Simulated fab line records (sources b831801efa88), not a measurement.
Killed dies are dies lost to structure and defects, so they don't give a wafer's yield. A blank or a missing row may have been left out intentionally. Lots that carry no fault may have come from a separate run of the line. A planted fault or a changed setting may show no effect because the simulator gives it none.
Comparing a struck lot with a sound one | flow sky130 | 18 steps out of a route of 708
Sound: the wafers L308.1, L308.3, L308.6. The struck wafers were L321.1, L321.4, L321.6. The cause comes at the end.
At each step with rows: each side's tool, then ch and its chambers, then its first start. Under that, the readings that differ: sound wafers | struck wafers | difference of the means | sigmas: that difference in standard deviations of wafers without a fault.
alike: words and numbers the same on both sides, and readings whose means are apart by under 2 such deviations; not compared: readings that were withheld, readings missing a value for some wafer, numbers with overlapping values and no deviation given by the record, and bounds like >300 which may hide the same value.
Wherever a step has rows on one side only, a row that says differs or no value, or a row with sigmas, the two part there. Numbers that have no deviation but don't overlap get no sigmas and don't part them. A reading missing from all wafers of one side parts the sides only when that side holds two or more wafers.

SKY_LDD_HVP_STRIP_09: strips in O2/N2.
  sound on plasma asher-02 ch 0,1, day 21 05:45; struck on plasma asher-04 ch 0,1, day 26 02:59
  alike: drypump motor current A, oes product au, strip time to endpoint s
  not compared: rf hours counter h
SKY_LDD_HVP_TW_MEAS_10:
  sound: film metro-01 at day 21 05:51; struck: film metro-01 at day 26 03:05
  alike: LDD_HVP_TW
then, 7 steps without rows for these wafers: SKY_LDD_LDN_DEHYDRATE_00 (time 60 s); SKY_LDD_LDN_HMDS_01 (prime time 60 s); SKY_LDD_LDN_COAT_02 (resist thk 1140 nm); SKY_LDD_LDN_SOFTBAKE_03 (time 60 s); SKY_LDD_LDN_EXPOSE_04 (exposes mask LDNTM, target cd 700 nm); SKY_LDD_LDN_PEB_05; SKY_LDD_LDN_DEVELOP_06 (develop time 60 s).
SKY_LDD_LDN_OVL_MEAS_07:
  sound: overlay-01 at day 22 12:05; struck: overlay-01 at day 27 07:29
  alike: LDD_LDN_OVL
then, 2 steps without rows for these wafers: SKY_LDD_LDN_IMPLANT_08; SKY_LDD_LDN_IMPLANT_09.
SKY_LDD_LDN_IMPLANT_10:
  sound on implanter-04 ch 0, day 22 12:26; struck on implanter-04 ch 0, day 27 07:50
  reading            | sound                            | struck                          | difference  | sigmas
  dose ions cm2      | 1.2485e+13 1.2491e+13 1.2517e+13 | 1.8972e+13 1.896e+13 1.8974e+13 | +6.4710e+12 | +99 or more
  faraday current uA | 71.7 68.5 68.4                   | 108.2 110.7 105.6               | +38.6       | +26
  alike: rotation deg
then, 1 step without rows for these wafers: SKY_LDD_LDN_IMPLANT_11.
SKY_LDD_LDN_STRIP_12: strips in O2/N2.
  sound on plasma asher-02 ch 0,1, day 22 12:44; struck on plasma asher-01 ch 0, day 27 08:08
  alike: drypump motor current A, oes product au, strip time to endpoint s
  not compared: rf hours counter h
SKY_LDD_LDN_TW_MEAS_13:
  sound: film metro-02 at day 22 12:50; struck: film metro-04 at day 27 08:14
  reading    | sound          | struck         | difference | sigmas
  LDD_LDN_TW | 1495 1498 1493 | 1559 1568 1553 | +65        | +5
then, 1 step without rows for these wafers: SKY_LDD_LDN_CLEAN_14 (cleans in SC1/SC2, time 150 s).
-- the record jumps here: 21 days lie between the struck wafers' starts before and after (it left off in module LDD_LDN and takes up again in module PAD_OPEN, whose first step shown is number 708 of the route) --
SKY_PAD_OPEN_PROBE_99:
  sound: prober-01 at day 45 13:01; struck: prober-02 at day 48 19:35
  reading                         | sound          | struck         | difference | sigmas
  killed_at_M0_to_M3              | 45 49 37       | 55 59 56       | +13        | +2
  killed dies                     | 85 98 70       | 107 101 104    | +20        | +2
  model.etest.tip sonos.rs ohm sq | 2649 2647 2704 | 2492 2536 2512 | -153       |
  alike: killed_at_M4_up, killed at contacts, killed at front end, killed at other, killed open, killed short

## WHERE THEY PART
First at SKY_LDD_LDN_IMPLANT_10; last, within this record, at SKY_PAD_OPEN_PROBE_99.

WHY: what had been put in by the simulator
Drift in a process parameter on implanter-04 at SKY_LDD_LDN_IMPLANT_10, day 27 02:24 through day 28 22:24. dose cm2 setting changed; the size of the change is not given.
